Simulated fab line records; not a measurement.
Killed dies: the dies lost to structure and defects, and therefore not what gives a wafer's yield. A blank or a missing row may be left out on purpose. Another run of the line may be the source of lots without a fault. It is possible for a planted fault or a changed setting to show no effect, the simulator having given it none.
fab line records ; flow sky130 ; part 2 of 2: steps 28 to 38 of 38
record lots=5; wafers=15; lastDay=50
route steps=708 shown VIA3@579 METAL4@598 CAP2M@603
lots that met no fault: from a run of the same line without faults
startH: hours from the record's opening day to when the first of the lot's shown wafers began ; waitH: hours from the lot's prior step to this one ; " identical to the entry in the row above ; L1.1+2: one row covering several wafers at once ; - either no value or no given start ; * or withheld: withheld ; < > ~ a bound
route shown NAME@n: NAME is a module with steps in the file, n the number in the route of the first one ; usual: mean/standard deviation of fault-free wafers ; same: alike in all rows ; chamber/n: place in a boat ; sites: the reading at each site ; _std_site: their standard deviation ; _edge_site: outer sites' mean less inner sites' ; radiusMm: how far each site lies from the wafer's centre ; mask NAME#n: copy n ; behind: the tool/chamber that last shaped the wafer ; hold: the reason the lot was held/the length of the hold in hours/how it ended ; device: transistor that didn't switch, given as n, p or np ; end of line: the tests these same wafers got at the end of their route ; a step given without rows: its recipe and nothing more ; killed: the dies lost at the first sort to structure and to defects; this is not the yield of the wafer ; map: the dies of a wafer, with x for killed, . for not killed, _ for no die there
set.NAME: the setting that was run; set.NAME@STEP: the one run at that earlier step ; model.NAME: the simulator's own value behind a step, which no gauge read
lots seen at some steps along the route; tables by step, rows by wafer
services: a tool's chamber out of use, with start hour (startH, from the record's first day; less than 0 if before it), hours out, and reason
## steps
# step SKY_CAP2M_RS_MEAS_03
# recipe thkMeasGauge=four-point-probe; reads=TiN_of_CAP2M_SPUTTER_02
# usual CAP2M_TIN_RS=6.91/0.07
lot.wafer;tool;chamber;startH;waitH;CAP2M_TIN_RS[ohm/sq]
L075.2;filmMetro-04;-;956.08;0.1;6.88
L075.3;filmMetro-04;-;956.08;0.1;6.83
L075.6;filmMetro-04;-;956.08;0.1;6.92
L078.2;filmMetro-01;-;989.48;0.1;6.89
L078.3;filmMetro-01;-;989.48;0.1;6.95
L078.6;filmMetro-01;-;989.48;0.1;6.95
L080.2;filmMetro-02;-;1005.64;0.1;6.98
L080.4;filmMetro-02;-;1005.64;0.1;7.02
L080.6;filmMetro-02;-;1005.64;0.1;6.95
L082.1;filmMetro-04;-;1011.56;0.1;6.99
L082.5;filmMetro-04;-;1011.56;0.1;6.96
L082.6;filmMetro-04;-;1011.56;0.1;6.91
L095.2;filmMetro-01;-;1074.35;0.1;6.83
L095.4;filmMetro-01;-;1074.35;0.1;6.87
L095.6;filmMetro-01;-;1074.35;0.1;6.81
# step SKY_CAP2M_THK_MEAS_04
# recipe thkMeasGauge=xrf; reads=TiN_of_CAP2M_SPUTTER_02
# usual CAP2M_TIN_THK=201.5/2.7
lot.wafer;tool;chamber;startH;waitH;CAP2M_TIN_THK[nm]
L075.2;filmMetro-04;-;956.19;0.1;203.0
L075.3;filmMetro-04;-;956.19;0.1;205.2
L075.6;filmMetro-04;-;956.19;0.1;201.2
L078.2;filmMetro-01;-;989.59;0.1;202.0
L078.3;filmMetro-01;-;989.59;0.1;200.1
L078.6;filmMetro-01;-;989.59;0.1;199.5
L080.2;filmMetro-02;-;1005.75;0.1;202.2
L080.4;filmMetro-02;-;1005.75;0.1;201.4
L080.6;filmMetro-02;-;1005.75;0.1;200.6
L082.1;filmMetro-04;-;1011.68;0.1;197.0
L082.5;filmMetro-04;-;1011.68;0.1;198.3
L082.6;filmMetro-04;-;1011.68;0.1;199.7
L095.2;filmMetro-01;-;1074.46;0.1;203.2
L095.4;filmMetro-01;-;1074.46;0.1;201.9
L095.6;filmMetro-01;-;1074.46;0.1;202.3
# step SKY_CAP2M_DEHYDRATE_05
# recipe tempC=200; timeS=60
lot.wafer;tool;chamber;startH;waitH
L075.2+3+6;lithoTrack-02;0;967.63;11.4
L078.2+3+6;lithoTrack-02;0;1000.93;11.3
L080.2+4+6;lithoTrack-01;0;1016.63;10.9
L082.1+5+6;lithoTrack-02;0;1021.45;9.8
L095.2+4+6;lithoTrack-01;0;1084.83;10.4
# step SKY_CAP2M_HMDS_06
# recipe primeTimeS=60; primeTempC=120
lot.wafer;tool;chamber;startH;waitH
L075.2+3+6;lithoTrack-02;0;967.78;0.1
L078.2+3+6;lithoTrack-02;0;1001.08;0.1
L080.2+4+6;lithoTrack-01;0;1016.78;0.1
L082.1+5+6;lithoTrack-02;0;1021.60;0.1
L095.2+4+6;lithoTrack-01;0;1084.98;0.1
# step SKY_CAP2M_COAT_07
# recipe resist=NOVOLAK; spinRpm=3000; resistThkNm=1140
lot.wafer;tool;chamber;startH;waitH
L075.2+3+6;lithoTrack-02;0;967.93;0.1
L078.2+3+6;lithoTrack-02;0;1001.23;0.1
L080.2+4+6;lithoTrack-01;0;1016.93;0.1
L082.1+5+6;lithoTrack-02;0;1021.75;0.1
L095.2+4+6;lithoTrack-01;0;1085.13;0.1
# step SKY_CAP2M_SOFTBAKE_08
# recipe tempC=90; timeS=60; resist=NOVOLAK
lot.wafer;tool;chamber;startH;waitH
L075.2+3+6;lithoTrack-02;0;968.08;0.1
L078.2+3+6;lithoTrack-02;0;1001.38;0.1
L080.2+4+6;lithoTrack-01;0;1017.08;0.1
L082.1+5+6;lithoTrack-02;0;1021.90;0.1
L095.2+4+6;lithoTrack-01;0;1085.28;0.1
# step SKY_CAP2M_EXPOSE_09
# recipe maskId=CAP2M; na=0.6; sourceShape=conventional; sigmaOuter=0.6; polarization=unpolarized; targetCdNm=1000; doseMj=159
# same na=0.6; sigmaOuter=0.6
lot.wafer;tool;chamber;startH;waitH;mask
L075.2+3+6;ilineStepper-01;0;-;-;CAP2M#0
L078.2+3+6;ilineStepper-01;0;-;-;CAP2M#0
L080.2+4+6;ilineStepper-01;0;-;-;CAP2M#0
L082.1+5+6;ilineStepper-02;0;-;-;CAP2M#0
L095.2+4+6;ilineStepper-02;0;-;-;CAP2M#0
# step SKY_CAP2M_PEB_10
# recipe tempC=withheld; timeS=*; resist=NOVOLAK
lot.wafer;tool;chamber;startH;waitH
L075.2+3+6;lithoTrack-01;0;-;-
L078.2+3+6;lithoTrack-04;0;-;-
L080.2+4+6;lithoTrack-01;0;-;-
L082.1+5+6;lithoTrack-04;0;-;-
L095.2+4+6;lithoTrack-02;0;-;-
# step SKY_CAP2M_DEVELOP_11
# recipe resist=NOVOLAK; developer=TMAH; developTimeS=60; devTempC=23
# usual developerTempC=23.01/0.11
lot.wafer;tool;chamber;startH;waitH;developerTempC
L075.2;lithoTrack-01;0;978.98;0.1;23.01
L075.3;lithoTrack-01;0;978.98;0.1;23.06
L075.6;lithoTrack-01;0;978.98;0.1;23.12
L078.2;lithoTrack-04;0;1012.92;0.1;22.93
L078.3;lithoTrack-04;0;1012.92;0.1;23.01
L078.6;lithoTrack-04;0;1012.92;0.1;23.12
L080.2;lithoTrack-01;0;1027.93;0.1;23.00
L080.4;lithoTrack-01;0;1027.93;0.1;22.93
L080.6;lithoTrack-01;0;1027.93;0.1;23.05
L082.1;lithoTrack-04;0;1032.80;0.1;22.98
L082.5;lithoTrack-04;0;1032.80;0.1;22.95
L082.6;lithoTrack-04;0;1032.80;0.1;22.82
L095.2;lithoTrack-02;0;1095.23;0.1;22.89
L095.4;lithoTrack-02;0;1095.23;0.1;22.91
L095.6;lithoTrack-02;0;1095.23;0.1;22.92
# step SKY_CAP2M_OVL_MEAS_12
# usual CAP2M_OVL=-0.7/1.4
lot.wafer;tool;chamber;startH;waitH;CAP2M_OVL[nm]
L075.2;overlay-02;-;979.11;0.1;-0.7
L075.3;overlay-02;-;979.11;0.1;-1.1
L075.6;overlay-02;-;979.11;0.1;-1.5
L078.2;overlay-01;-;1013.05;0.1;-1.1
L078.3;overlay-01;-;1013.05;0.1;-3.1
L078.6;overlay-01;-;1013.05;0.1;-1.0
L080.2;overlay-01;-;1028.06;0.1;-2.1
L080.4;overlay-01;-;1028.06;0.1;-0.3
L080.6;overlay-01;-;1028.06;0.1;-0.9
L082.1;overlay-01;-;1032.95;0.1;0.6
L082.5;overlay-01;-;1032.95;0.1;2.5
L082.6;overlay-01;-;1032.95;0.1;0.4
L095.2;overlay-01;-;1095.36;0.1;-2.0
L095.4;overlay-01;-;1095.36;0.1;0.6
L095.6;overlay-01;-;1095.36;0.1;-0.9
# step SKY_CAP2M_METAL_ETCH_13
# recipe targetDepthNm=220; stopOn=SiO2; chemistry=Cl2/BCl3; target=TiN; pressureMtorr=10; icpW=900; biasW=48.5; Cl2_flow_sccm=60; bcl3FlowSccm=30; timeS=62.9
# usual drypumpMotorCurrentA=5.94/0.21; mfcCl2Sccm=60.00/0.2; oesProductAu=0.941/0.0071; rfFwdPowerW=890/4; throttleValvePct=21.902/0.01
lot.wafer;tool;chamber;startH;waitH;drypumpMotorCurrentA;mfcCl2Sccm;oesProductAu;rfFwdPowerW;rfHoursCounterH;throttleValvePct
L075.2;rieMetal-01;0;979.14;0.0;5.98;59.97;0.939;898;17;21.892
L075.3;rieMetal-01;0;979.14;0.0;6.03;59.79;0.941;896;-;21.894
L075.6;rieMetal-01;1;979.14;0.0;5.97;59.78;0.947;884;-;21.900
L078.2;rieMetal-01;0;1013.08;0.0;6.01;59.79;0.942;894;18;21.917
L078.3;rieMetal-01;1;1013.08;0.0;5.96;59.65;0.935;883;-;21.902
L078.6;rieMetal-01;0;1013.08;0.0;5.97;59.72;0.935;892;-;21.887
L080.2;rieMetal-01;1;1028.09;0.0;5.97;59.81;0.929;887;8;21.896
L080.4;rieMetal-01;0;1028.09;0.0;6.00;59.73;0.936;894;-;21.909
L080.6;rieMetal-01;0;1028.09;0.0;6.02;60.12;0.934;900;-;21.896
L082.1;rieMetal-01;1;1032.98;0.0;5.97;59.69;0.933;890;8;21.903
L082.5;rieMetal-01;1;1032.98;0.0;5.99;59.77;0.937;888;-;21.928
L082.6;rieMetal-01;0;1032.98;0.0;6.00;59.69;0.944;895;-;21.892
L095.2;rieMetal-01;1;1095.39;0.0;5.98;60.20;0.945;891;13;21.890
L095.4;rieMetal-01;0;1095.39;0.0;6.02;59.70;0.947;898;-;21.913
L095.6;rieMetal-01;0;1095.39;0.0;6.05;59.89;0.946;896;-;21.873
## services
tool;chamber;startH;hours;kind
pvdSputter-01;-;923.36;0.9;repair
pvdSputter-02;-;924.80;1.3;repair
rieDiel-03;3;928.05;8.1;repair
rieDiel-03;2;929.55;5.7;repair
krfScanner-02;-;931.05;4.4;pm
rieDiel-04;3;946.87;6.0;repair
rieDiel-04;0;951.33;2.6;repair
krfScanner-02;-;955.90;1.3;pm
krfScanner-02;-;961.41;0.8;pm
krfScanner-02;-;962.62;1.0;pm
pvdSputter-01;-;989.38;2.5;repair
cvdW-02;-;992.91;0.7;repair
rieDiel-03;2;997.11;8.1;repair
pvdSputter-02;-;1006.46;2.3;repair
rieMetal-01;-;1013.32;4.3;pm
cvdW-02;-;1020.55;1.4;repair
cmp-01;-;1025.01;7.0;pm
cmp-01;-;1044.48;0.9;repair
plasmaAsher-03;-;1050.78;12.1;pm
pvdSputter-01;-;1050.80;14.9;repair
pvdSputter-03;-;1058.12;2.1;repair
ilineStepper-01;-;1059.41;3.4;repair
rieMetal-01;1;1070.85;1.1;repair
pvdSputter-03;-;1091.31;4.9;repair
